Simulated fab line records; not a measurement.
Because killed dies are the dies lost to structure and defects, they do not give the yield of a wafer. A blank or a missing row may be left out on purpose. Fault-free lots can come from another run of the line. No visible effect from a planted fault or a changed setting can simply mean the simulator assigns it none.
Problem report in the 8D (eight disciplines) form, filled by code -- flow gf180mcu -- the parts of the form that need people (team, actions taken, sign-off) are left out

## 1. PROBLEM STATEMENT
Across 5 wafers from 2 lots, CONTACT_W_RS at GF_CONTACT_RS_MEAS_25 averages 0.437 ohm/sq, while fault-free wafers read 0.384 ohm/sq with a standard deviation of 0.0048. Measured from the usual mean, that is +11 standard deviations.
The step: measures by four-point-probe.
The first sign was on wafer L339.2 at day 17 12:03, on film metro-03. The record holds 33 wafers of 11 lots with a number at this step. Rule for "out", or "out of limits": more than 4 standard deviations from the usual mean. Any other wafer with a number is counted as sound.

## 2. WHAT THIS IS AND IS NOT
question,is,is not
which readings at this step,CONTACT_W_RS,-
which lots,"L339, L341","L338, L344, L349, L351, L353, L354, L355, L356, L357"
which wafers of those lots,"L339.2, L339.3, L339.5, L341.2, L341.6",L341.5
read on which gauges,"film metro-02, film metro-03",film metro-04
when,from day 17 12:03,"up to then (3 sound wafers); but 25 sound wafers of L341, L344, L349, L351, L353, L354, L355, L356, L357 came after"

## 3. THE SUSPECTS, EACH WITH WHAT RULES IT OUT
Counting: any tool at a process step up to the reading remains a suspect provided it ran every lot that is out. Sound lots after the first of them don't rule it out here, since some wafers of a struck lot are sound.
- ruled out: the gauge at GF_CONTACT_RS_MEAS_25. The wafers that are out were read on 2 gauges (film metro-02, film metro-03).
- cvd w-01 at GF_CONTACT_CVD_24 (deposits W, target thk 300 nm, time 90.339 s): kept. It processed each lot that is out (first: L339, day 17 11:56); up to then, its last sound lot is L338 (day 17 04:08). On those wafers its own readings are out: susceptor temp C.
- Within cvd w-01 at GF_CONTACT_CVD_24: the wafers that are out ran in chamber 0; their sound lot-mates ran in chamber 1.
Remaining after the count: cvd w-01 at GF_CONTACT_CVD_24.

## 4. THE CAUSE (what the simulator had put in)
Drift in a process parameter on cvd w-01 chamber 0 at GF_CONTACT_CVD_24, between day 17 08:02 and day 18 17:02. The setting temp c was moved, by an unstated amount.
After counting, this tool was the only one left.

## 5. SEQUENCE OF EFFECTS, ordered by route
Rows list readings where the struck wafers' mean (over those with a number) sits beyond 3 standard deviations from the usual. Scope: only readings with a usual standard deviation given in the record; hours: median across lots of the time from each lot's start at the first step in this table that gives one to its start at this step; sigmas: change in usual standard deviations.
hours,step,reading,usual,on struck wafers,change,sigmas
0,GF_CONTACT_CVD_24,susceptor temp C,399.97 C,392.96,-7.01,-30
0,GF_CONTACT_RS_MEAS_25,CONTACT_W_RS,0.384 ohm/sq,0.437,+0.053,+11
0,GF_CONTACT_THK_MEAS_26,CONTACT_W_THK,302 nm,267,-35,-8.3
0,GF_CONTACT_CMP_27,time to endpoint s,72 s,61,-11,-3.2
Process steps it contains:
- GF_CONTACT_CVD_24: deposits W, target thk 300 nm, time 90.339 s.
- GF_CONTACT_CMP_27: polishes, stops on SiO2, t overpolish 15 s, target thk 0 nm.

## 6. WHAT WOULD HAVE CAUGHT IT SOONER
In this record the first reading out of limits at a measuring or inspecting step was taken at day 17 12:03, 4 hours after the fault began at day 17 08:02.
Tool's own readings at GF_CONTACT_CVD_24, susceptor temp C: out on all struck wafers the step has rows for; an alarm limit on them would have tripped on the first.
Among the 2 lots that are out, L341 began GF_CONTACT_CVD_24 on cvd w-01 after day 17 12:03. A hold on the tool at that time would have spared it.
